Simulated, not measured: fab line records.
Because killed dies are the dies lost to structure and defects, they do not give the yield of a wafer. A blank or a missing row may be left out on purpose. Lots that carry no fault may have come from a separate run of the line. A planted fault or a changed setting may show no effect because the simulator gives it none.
8D (eight disciplines) problem report, filled in by code | flow sfq-line | the parts of the form that need people (team, actions taken, sign-off) are left out

1. WHAT WENT WRONG
exposure-dose-mJ-cm2 at SFQ_TRILAYER_M7_LITHO_EXPOSE_178 reads a mean of 17.411 on 11 wafers of 4 lots; wafers without a fault read 14.402 with a standard deviation of 0.015. That is +99 or more standard deviations from the usual mean.
The step: exposes mask M7, target cd 500 nm.
Earliest sighting: wafer L980.2 on krf-scanner-02 at day 85 04:41. At this step, 47 wafers from 16 lots have a number in the record. Rule for "out", or "out of limits": more than 4 standard deviations from the usual mean. Any other wafer with a number is counted as sound.

2. WHAT THIS IS AND IS NOT
question                    | is                     | is not
which readings at this step | exposure-dose-mJ-cm2   | -
which lots                  | L980, L981, L982, L983 | L967, L968, L969, L970, L971, L972, L973, L974, L977, L987, L988, L989
which wafers of those lots  | all that have a number | -
read on which tools         | krf-scanner-02         | krf-scanner-01
when                        | from day 85 04:41      | up to then (27 sound wafers); but 9 sound wafers of L987, L988, L989 came after

3. THE SUSPECTS, EACH WITH WHAT RULES IT OUT
Counting: a tool at any process step up to the reading remains a suspect when it ran all the lots that are out and ran no sound lot after the first of those.
- krf-scanner-02 at SFQ_TRILAYER_M7_LITHO_EXPOSE_178 (exposes mask M7, target cd 500 nm): kept. It ran every lot that is out, first L980 (day 85 04:41), and no sound lot after that; its last sound lot up to then is L969 (day 82 13:13). Out on those wafers are its own readings of exposure-dose-mJ-cm2.
Left after counting: krf-scanner-02 at SFQ_TRILAYER_M7_LITHO_EXPOSE_178.

4. THE CAUSE (what the simulator had put in)
Process parameter drift: krf-scanner-02, from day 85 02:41 on, at SFQ_TRILAYER_M7_LITHO_EXPOSE_178. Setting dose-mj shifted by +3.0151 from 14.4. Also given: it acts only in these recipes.
The count eliminated every tool but this one.

5. THE EFFECT CHAIN, in route order
Each row: a reading whose mean over the struck wafers that have a number lies more than 3 standard deviations from the usual. Readings are gone through only where the record gives a usual standard deviation; hours: the median, over the lots, of the time from a lot's start at the first step in this table giving one to that lot's start at this step; sigmas: the change measured in usual standard deviations.
hours | step                             | reading              | usual  | on struck wafers | change | sigmas
0     | SFQ_TRILAYER_M7_LITHO_EXPOSE_178 | exposure-dose-mJ-cm2 | 14.402 | 17.411           | +3.009 | +99 or more
Here are the process steps it includes:
- SFQ_TRILAYER_M7_LITHO_EXPOSE_178: exposes mask M7, target cd 500 nm.

6. WHAT WOULD HAVE CAUGHT IT SOONER
In this record no reading fell out of limits until day 85 04:41, 2 hours after the fault had begun at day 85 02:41.
